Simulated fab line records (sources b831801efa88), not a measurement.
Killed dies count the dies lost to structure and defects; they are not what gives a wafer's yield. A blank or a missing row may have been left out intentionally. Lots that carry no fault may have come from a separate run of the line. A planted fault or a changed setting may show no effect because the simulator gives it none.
Struck lot and sound lot, side by side -- flow gf180mcu -- 15 out of 602 route steps
Sound: wafers L950.3, L950.4, L950.5. Wafers struck: L956.2, L956.3, L956.6. Last of all comes the cause.
Each step with rows lists, per side, the tool, then ch with its chambers, then its first start. Under that, the readings that differ: sound wafers -- struck wafers -- difference of the means -- sigmas: that difference in standard deviations of wafers without a fault.
alike: readings whose means differ by less than 2 such deviations, and words and numbers that are the same on both sides. not compared: withheld readings, readings that some wafer has no value for, bounds like >300 that may hide the same value, and numbers for which the record gives no deviation and whose values overlap.
Wherever a step has rows on one side only, a row that says differs or no value, or a row with sigmas, the two part there. When numbers do not overlap yet have no deviation, they are printed without sigmas and do not part them. A reading missing from all wafers of one side parts the sides only when that side holds two or more wafers.

first, 3 steps without rows for these wafers: GF_V5_EXPOSE_11 (exposes mask Via5, target cd 260 nm); GF_V5_PEB_12 (peb time 90 s); GF_V5_DEVELOP_13 (develop time 60 s).
GF_V5_CD_MEAS_14: the cd target is 260 nm.
  sound on cdSem-02, day 28 14:52; struck on cdSem-02, day 30 11:18
  alike: cdNm
GF_V5_OVL_MEAS_15:
  sound on overlay-02, day 28 14:57; struck on overlay-02, day 30 11:25
  alike: V5_OVL
GF_V5_ETCH_16: etches BARC in N2/H2.
  sound on rieDiel-01 ch 0,1,3, day 28 14:59; struck on rieDiel-03 ch 2,3, day 30 11:26
  alike: chamberPressureMTorr, drypumpMotorCurrentA, n2FlowSccm, oesProductAu, throttleValvePct
GF_V5_ETCH_17: etches SiO2 in C4F8/O2/Ar, stops on TiN, target depth 855 nm.
  sound on rieDiel-01 ch 0,1,3; struck on rieDiel-03 ch 2,3
  alike: chamberPressureMTorr, oesProductAu
GF_V5_STRIP_18: strips in O2/N2.
  sound on plasmaAsher-03 ch 0,1, day 28 15:10; struck on plasmaAsher-01 ch 0, day 30 11:35
  alike: chamberPressureMTorr, drypumpMotorCurrentA, heaterPowerW, n2FlowSccm, oesProductAu
  not compared: rfHoursCounterH
then, 2 steps without rows for these wafers: GF_V5_STRIP_19 (strips in post etch residue remover, time 1200 s); GF_V5_CLEAN_20 (cleans in DIW).
GF_V5_SPUTTER_21: material Ti, target thk 15 nm, time 80.02 s.
  sound on pvdSputter-03, day 28 15:40; struck on pvdSputter-04, day 30 12:10
  alike: cathodeDcPowerW, throttleValvePct
GF_V5_SPUTTER_22: material TiN, target thk 10 nm, time 40 s.
  sound on pvdSputter-03, day 28 15:44; struck on pvdSputter-04, day 30 12:14
  alike: cathodeDcPowerW, throttleValvePct
GF_V5_CVD_23: deposits W, target thk 350 nm, time 104.9 s.
  sound on cvdW-01 ch 0,1, day 28 15:49; struck on cvdW-01 ch 0,1, day 30 12:16
reading,sound,struck,difference,sigmas
chamberPressureTorr (Torr),40.10 40.01 39.87,38.75 38.67 38.60,-1.32,-15
model.W_of_V5_CVD_23.thkNm (nm),343.6 345.8 342.5,348.6 345.9 346.8,+3.1,
  alike: heaterPowerW
GF_V5_RS_MEAS_24: measurement is done with a four-point probe.
  sound on filmMetro-03, day 28 15:55; struck on filmMetro-03, day 30 12:24
  alike: V5_W_RS
GF_PASSIVATION_PROBE_99:
  record: rows for the struck wafers here (prober-02, day 32 02:35), none for the sound ones

WHERE THEY PART
Last at GF_PASSIVATION_PROBE_99 as far as this record goes, first at GF_V5_CVD_23.

WHY: what the simulator had put in
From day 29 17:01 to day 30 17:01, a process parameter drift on cvdW-01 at GF_V5_CVD_23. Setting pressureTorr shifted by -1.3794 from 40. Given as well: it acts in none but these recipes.
